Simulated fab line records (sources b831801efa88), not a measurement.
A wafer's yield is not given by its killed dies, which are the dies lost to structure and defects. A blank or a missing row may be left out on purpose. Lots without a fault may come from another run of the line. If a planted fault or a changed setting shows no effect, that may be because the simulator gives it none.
A struck lot beside a sound one ; flow sky130 ; 14 steps out of a route of 708
Sound: wafers L571.4, L571.5, L571.6. Wafers L575.3, L575.5, L575.6 were the ones struck. The cause comes at the end.
Per side, at each step with rows, come the tool, then ch with its chambers, and then its first start. Under that, the readings that differ: sound wafers ; struck wafers ; difference of the means ; sigmas: that difference in standard deviations of wafers without a fault.
alike: a reading whose means differ by less than 2 such deviations, as well as words and numbers matching on both sides. not compared: withheld readings; readings where some wafer has no value; bounds like >300 that might hide an equal value; numbers whose values overlap and for which the record gives no deviation.
A row with sigmas, a row that says differs or no value, or rows on one side alone: a step with any of these is where the two part. Numbers that don't overlap but have no deviation are shown without sigmas and don't part them. Lack of a reading on every wafer of one side parts them only where that side has two or more wafers.

SKY_VIA2_STRIP_16: strips in O2/N2.
  sound on plasma asher-03 ch 0,1, day 38 18:47; struck on plasma asher-03 ch 0,1, day 40 06:56
reading;sound;struck;difference;sigmas
n2 flow sccm (sccm);300.1 300.2 300.6;299.2 298.6 297.5;-1.9;-2
oes product au (a.u.);0.402 0.401 0.404;0.389 0.390 0.393;-0.012;-3
  alike: drypump motor current A, strip time to endpoint s
  not compared: rf hours counter h
then, 3 steps without rows for these wafers: SKY_VIA2_STRIP_17 (strips in post etch residue remover, time 1200 s); SKY_VIA2_CLEAN_18 (cleans in IPA, time 180 s); SKY_VIA2_CLEAN_19 (cleans in O3/DIW).
SKY_VIA2_SPUTTER_20: material TiN, target thk 20 nm, time 80 s.
  sound on pvd sputter-02 at day 38 19:23; struck on pvd sputter-02 at day 40 07:34
  alike: cathode dc power W, chamber pressure pa, throttle valve pct
SKY_VIA2_CVD_21: deposits W, target thk 420 nm, time 126.4 s.
  sound on cvd w-02 ch 0,1, day 38 19:29; struck on cvd w-01 ch 0,1, day 40 07:40
  alike: chamber pressure Torr, heater power w
SKY_VIA2_RS_MEAS_22: the measuring method here is four-point-probe.
  sound on film metro-03 at day 38 19:38; struck on film metro-01 at day 40 07:48
  alike: VIA2_W_RS
SKY_VIA2_THK_MEAS_23: measures by xrf.
  sound on film metro-03 at day 38 19:43; struck on film metro-01 at day 40 07:54
  alike: VIA2_W_THK
then, 3 steps without rows for these wafers: SKY_VIA2_CMP_24 (polishes, stops on SiO2, t overpolish 20 s, target thk 0 nm); SKY_METAL3_SPUTTER_00 (material Ti, target thk 15 nm, time 10 s); SKY_METAL3_SPUTTER_01 (material TiN, target thk 20 nm, time 16.7 s).
SKY_METAL3_SPUTTER_02: material AlCu, target thk 735 nm, time 39.1 s.
  sound on pvd sputter-03 at day 38 20:06; struck on pvd sputter-03 at day 40 08:20
  alike: cathode dc power W, chamber pressure pa, throttle valve pct
SKY_METAL3_SPUTTER_03: material Ti, target thk 5 nm, time 3.3 s.
  sound on pvd sputter-03 at day 38 20:08; struck on pvd sputter-03 at day 40 08:23
  no value came back on the struck wafers for cathode dc power W (W), chamber pressure pa (Pa), throttle valve pct (%); on the sound wafers cathode dc power W (W) reads 3000.4 2999.7 2999.3
SKY_METAL3_SPUTTER_04: material TiN, target thk 70 nm, time 58.3 s.
  sound on pvd sputter-03 at day 38 20:09; struck on pvd sputter-03 at day 40 08:24
  alike: cathode dc power W, chamber pressure pa, throttle valve pct

== WHERE THEY PART ==
Last at SKY_METAL3_SPUTTER_03 as far as this record goes, first at SKY_VIA2_STRIP_16. Later steps at which nothing parts them and some readings are alike: SKY_METAL3_SPUTTER_04.

WHY: the cause the simulator had injected
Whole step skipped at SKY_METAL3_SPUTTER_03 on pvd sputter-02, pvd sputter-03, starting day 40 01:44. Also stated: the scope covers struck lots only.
